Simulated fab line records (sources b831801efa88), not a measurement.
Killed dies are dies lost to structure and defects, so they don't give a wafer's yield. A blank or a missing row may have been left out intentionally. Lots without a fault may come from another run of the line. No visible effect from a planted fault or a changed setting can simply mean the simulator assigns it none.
Which of the tools did it? -- flow gf180mcu -- Sampling: 24 lots, 72 wafers, 5 of 602 route steps

== WHAT THE GAUGES READ, wafer by wafer ==
GF_M2_RS_MEAS_05: a four-point-probe measurement.
lot,measured,on,M2_ALCU_RS (ohm/sq)
L074,day 17 19:44,filmMetro-04,0.0690 0.0682 0.0692
L075,day 18 01:09,filmMetro-02,0.0686 0.0690 0.0685
L076,day 18 22:20,filmMetro-04,0.0693 0.0689 0.0685
L077,day 19 01:11,filmMetro-03,0.0697 0.0695 0.0700
L078,day 19 17:43,filmMetro-03,0.0691 0.0694 0.0695
L080,day 20 09:22,filmMetro-02,0.0702 0.0707 0.0695
L079,day 20 09:25,filmMetro-04,0.0686 0.0684 0.0684
L081,day 21 03:13,filmMetro-02,0.0693 0.0694 0.0697
L082,day 21 09:52,filmMetro-03,0.0681 0.0693 0.0691
L083,day 22 07:49,filmMetro-03,0.0706 0.0711 0.0710
L085,day 22 10:25,filmMetro-04,0.0687 0.0693 0.0698
L084,day 22 16:04,filmMetro-02,0.0705 0.0703 0.0694
L086,day 23 05:43,filmMetro-03,0.0697 0.0702 0.0697
L087,day 23 06:23,filmMetro-04,0.0687 0.0688 0.0684
L088,day 23 17:59,filmMetro-02,0.0694 0.0701 0.0696
L089,day 23 22:32,filmMetro-04,0.0692 0.0686 0.0690
L090,day 24 10:00,filmMetro-04,0.0692 0.0691 0.0691
L092,day 24 13:06,filmMetro-04,0.0695 0.0705 0.0692
L091,day 24 15:01,filmMetro-04,0.0693 0.0684 0.0696
L093,day 25 01:43,filmMetro-02,0.0700 0.0699 0.0695
L094,day 25 10:08,filmMetro-02,0.0687 0.0691 0.0691
L095,day 25 22:07,filmMetro-04,0.0700 0.0699 0.0690
L096,day 26 01:26,filmMetro-03,0.0685 0.0686 0.0687
L097,day 26 11:31,filmMetro-02,0.0686 0.0685 0.0693

GF_V4_BOW_MEAS_05.
lot,measured,on,V4_BOW (um)
L074,day 23 01:49,filmMetro-02,127 133 142
L075,day 23 08:13,filmMetro-02,116 136 132
L076,day 24 03:58,filmMetro-01,138 126 134
L077,day 24 07:12,filmMetro-03,137 141 136
L078,day 24 20:02,filmMetro-02,151 149 153
L080,day 25 11:22,filmMetro-03,130 135 135
L079,day 25 12:35,filmMetro-02,143 125 144
L081,day 26 03:52,filmMetro-02,145 134 138
L082,day 26 09:25,filmMetro-03,137 141 142
L083,day 27 04:25,filmMetro-02,129 146 148
L085,day 27 05:08,filmMetro-02,158 148 141
L084,day 27 12:39,filmMetro-02,131 124 138
L086,day 28 00:42,filmMetro-01,123 122 125
L087,day 28 00:55,filmMetro-03,129 122 128
L088,day 28 09:37,filmMetro-02,142 134 149
L089,day 28 12:21,filmMetro-03,142 129 130
L090,day 28 22:39,filmMetro-02,135 148 144
L092,day 29 03:40,filmMetro-01,139 131 128
L091,day 29 04:23,filmMetro-02,141 142 117
L093,day 29 13:01,filmMetro-02,142 133 131
L094,day 29 21:35,filmMetro-03,116 129 122
L095,day 30 08:01,filmMetro-01,148 144 139
L096,day 30 10:34,filmMetro-03,139 146 133
L097,day 30 18:50,filmMetro-02,132 138 146

== WHAT TOOL EACH LOT RAN ON (gives the tool, then ch and the chambers of the sampled wafers, and finally the start) ==
lot,GF_CONTACT_SPUTTER_22,GF_M2_STRIP_17,GF_V3_ETCH_16
L074,"pvdSputter-02, day 15 19:10","plasmaAsher-02 ch 0,1, day 18 19:34","rieDiel-04 ch 0,2, day 21 23:39"
L075,"pvdSputter-02, day 16 00:58","plasmaAsher-01 ch 0,1, day 19 01:10","rieDiel-04 ch 0,2, day 22 06:00"
L076,"pvdSputter-02, day 16 17:43","plasmaAsher-02 ch 0,1, day 19 22:47","rieDiel-04 ch 0,1,2, day 23 02:00"
L077,"pvdSputter-03, day 16 22:05","plasmaAsher-02 ch 0,1, day 20 01:15","rieDiel-03 ch 0,3, day 23 05:47"
L078,"pvdSputter-03, day 17 13:49","plasmaAsher-02 ch 0,1, day 20 17:23","rieDiel-02 ch 1,2, day 23 18:56"
L080,"pvdSputter-03, day 18 04:52","plasmaAsher-02 ch 0,1, day 21 09:23","rieDiel-03 ch 2,3, day 24 10:32"
L079,"pvdSputter-01, day 18 04:56","plasmaAsher-01 ch 0,1, day 21 09:50","rieDiel-02 ch 0,1,3, day 24 11:42"
L081,"pvdSputter-02, day 18 22:43","plasmaAsher-02 ch 1, day 22 03:07","rieDiel-03 ch 0,2, day 25 03:45"
L082,"pvdSputter-02, day 19 05:30","plasmaAsher-01 ch 0,1, day 22 10:08","rieDiel-02 ch 0,2,3, day 25 09:18"
L083,"pvdSputter-02, day 20 04:52","plasmaAsher-03 ch 0,1, day 23 07:22","rieDiel-02 ch 1,3, day 26 05:33"
L085,"pvdSputter-02, day 20 05:53","plasmaAsher-03 ch 0,1, day 23 08:39","rieDiel-04 ch 1,2,3, day 26 06:18"
L084,"pvdSputter-02, day 20 12:02","plasmaAsher-01 ch 0,1, day 23 15:34","rieDiel-02 ch 0,1,2, day 26 14:21"
L086,"pvdSputter-03, day 21 02:59","plasmaAsher-03 ch 0,1, day 24 04:46","rieDiel-03 ch 0,1,3, day 27 01:47"
L087,"pvdSputter-02, day 21 03:20","plasmaAsher-02 ch 0, day 24 05:28","rieDiel-04 ch 2,3, day 27 02:15"
L088,"pvdSputter-02, day 21 15:04","plasmaAsher-03 ch 0,1, day 24 16:50","rieDiel-03 ch 0,1,3, day 27 10:58"
L089,"pvdSputter-01, day 21 20:35","plasmaAsher-01 ch 0,1, day 24 20:08","rieDiel-02 ch 0,1,3, day 27 14:14"
L090,"pvdSputter-02, day 22 08:25","plasmaAsher-03 ch 0,1, day 25 08:14","rieDiel-03 ch 0,2, day 28 00:33"
L092,"pvdSputter-02, day 22 12:34","plasmaAsher-03 ch 0,1, day 25 10:46","rieDiel-04 ch 0,1,3, day 28 05:20"
L091,"pvdSputter-03, day 22 13:49","plasmaAsher-01 ch 0,1, day 25 12:37","rieDiel-03 ch 1,2,3, day 28 06:35"
L093,"pvdSputter-02, day 23 00:49","plasmaAsher-03 ch 0,1, day 25 23:36","rieDiel-03 ch 0,1,3, day 28 15:15"
L094,"pvdSputter-01, day 23 09:55","plasmaAsher-03 ch 0,1, day 26 07:07","rieDiel-03 ch 0,1,3, day 28 23:05"
L095,"pvdSputter-01, day 24 00:10","plasmaAsher-01 ch 0,1, day 26 18:58","rieDiel-03 ch 0,2,3, day 29 09:57"
L096,"pvdSputter-01, day 24 01:41","plasmaAsher-03 ch 0,1, day 26 22:08","rieDiel-03 ch 0,2,3, day 29 13:18"
L097,"pvdSputter-02, day 24 12:02","plasmaAsher-01 ch 0,1, day 27 07:42","rieDiel-04 ch 0,1,3, day 29 21:50"
- GF_CONTACT_SPUTTER_22: material Ti, target thk 15 nm, time 80.02 s.
- GF_M2_STRIP_17: strips in O2/N2.
- GF_V3_ETCH_16: etches BARC in N2/H2.

== WHAT THE TOOLS THEMSELVES READ (means of the sampled wafers that have a number; where no wafer has one, the mark that the record gives instead) ==
GF_CONTACT_SPUTTER_22.
lot,tool,throttleValvePct (%)
L074,pvdSputter-02,28.7
L075,pvdSputter-02,29.4
L076,pvdSputter-02,30.2
L077,pvdSputter-03,29.9
L078,pvdSputter-03,29.8
L080,pvdSputter-03,30.7
L079,pvdSputter-01,30.7
L081,pvdSputter-02,29.7
L082,pvdSputter-02,30.3
L083,pvdSputter-02,28.8
L085,pvdSputter-02,30.9
L084,pvdSputter-02,30.1
L086,pvdSputter-03,30.3
L087,pvdSputter-02,29.0
L088,pvdSputter-02,30.8
L089,pvdSputter-01,31.3
L090,pvdSputter-02,30.1
L092,pvdSputter-02,31.6
L091,pvdSputter-03,30.2
L093,pvdSputter-02,30.1
L094,pvdSputter-01,31.4
L095,pvdSputter-01,31.2
L096,pvdSputter-01,31.3
L097,pvdSputter-02,28.7

GF_M2_STRIP_17.
lot,tool,drypumpMotorCurrentA (A),heaterPowerW (W),n2FlowSccm (sccm),oesProductAu (a.u.),stripTimeToEndpointS (s)
L074,plasmaAsher-02,6.0,312,300.7,0.561,7.88
L075,plasmaAsher-01,5.6,318,299.6,0.563,7.94
L076,plasmaAsher-02,6.0,310,299.9,0.555,7.85
L077,plasmaAsher-02,6.2,310,299.4,0.559,7.92
L078,plasmaAsher-02,6.2,305,299.7,0.555,7.93
L080,plasmaAsher-02,6.0,312,299.2,0.556,7.88
L079,plasmaAsher-01,5.6,328,299.8,0.558,7.84
L081,plasmaAsher-02,6.5,303,300.6,0.556,7.81
L082,plasmaAsher-01,5.6,323,299.9,0.554,7.81
L083,plasmaAsher-03,6.1,325,301.2,0.556,7.79
L085,plasmaAsher-03,6.4,341,300.6,0.560,7.82
L084,plasmaAsher-01,5.6,320,300.2,0.559,7.82
L086,plasmaAsher-03,6.1,328,299.7,0.558,7.86
L087,plasmaAsher-02,5.7,314,300.1,0.558,7.86
L088,plasmaAsher-03,6.1,329,300.0,0.552,7.82
L089,plasmaAsher-01,5.6,323,300.0,0.555,7.83
L090,plasmaAsher-03,6.1,327,300.5,0.557,7.82
L092,plasmaAsher-03,6.5,340,299.3,0.558,7.85
L091,plasmaAsher-01,5.4,336,300.0,0.559,7.86
L093,plasmaAsher-03,6.1,327,299.1,0.555,7.83
L094,plasmaAsher-03,6.1,326,301.0,0.554,7.84
L095,plasmaAsher-01,5.6,325,300.9,0.558,7.92
L096,plasmaAsher-03,6.5,338,299.7,0.561,7.83
L097,plasmaAsher-01,5.6,317,300.3,0.554,7.82

GF_V3_ETCH_16.
lot,tool,drypumpMotorCurrentA (A),n2FlowSccm (sccm),oesProductAu (a.u.),throttleValvePct (%)
L074,rieDiel-04,5.9,99.75,0.854,13.224
L075,rieDiel-04,5.9,99.46,0.853,13.230
L076,rieDiel-04,5.7,100.11,0.853,13.230
L077,rieDiel-03,6.1,99.92,0.856,13.224
L078,rieDiel-02,6.1,100.00,0.855,13.218
L080,rieDiel-03,5.6,99.95,0.857,13.223
L079,rieDiel-02,6.1,99.99,0.849,13.219
L081,rieDiel-03,5.1,99.88,0.856,13.216
L082,rieDiel-02,5.9,100.10,0.855,13.219
L083,rieDiel-02,5.9,100.09,0.856,13.220
L085,rieDiel-04,5.6,99.75,0.850,13.226
L084,rieDiel-02,6.1,100.21,0.854,13.223
L086,rieDiel-03,5.6,99.86,0.857,13.227
L087,rieDiel-04,5.4,100.00,0.853,13.220
L088,rieDiel-03,5.6,99.86,0.855,13.228
L089,rieDiel-02,6.1,100.01,0.852,13.224
L090,rieDiel-03,5.1,100.13,0.856,13.224
L092,rieDiel-04,5.3,100.06,0.856,13.234
L091,rieDiel-03,5.6,100.09,0.850,13.226
L093,rieDiel-03,5.6,99.96,0.854,13.221
L094,rieDiel-03,5.6,99.95,0.852,13.221
L095,rieDiel-03,5.6,99.98,0.854,13.226
L096,rieDiel-03,5.6,100.24,0.851,13.228
L097,rieDiel-04,5.3,99.82,0.855,13.226

== THE ANSWER, worked out from the rows above alone ==
Rule: what is usual is taken from the lots themselves. Put in order of their means at a reading, lots are off if they are a third of the lots or fewer, leave a main group of 4 or more, and stand apart from it by a gap of 3 or more times the standard deviation of the main group's means; of several such gaps the widest counts. If all means in a main group match to the digits the tables above print for the reading, that group is not used. Also off: a lot with no number at a reading for which 4 or more lots have one. The other lots that the step has rows for count as sound. Order of review: gauges by route order, followed by the tools' own readings, for which a lot's mean as printed above is used. At the first step where some lot is off, the reading lying furthest off is the one used; lots without a number count as furthest.
None of the lots is off at any reading shown; this tells nothing.

== WHAT WAS PUT IN BY THE SIMULATOR ==
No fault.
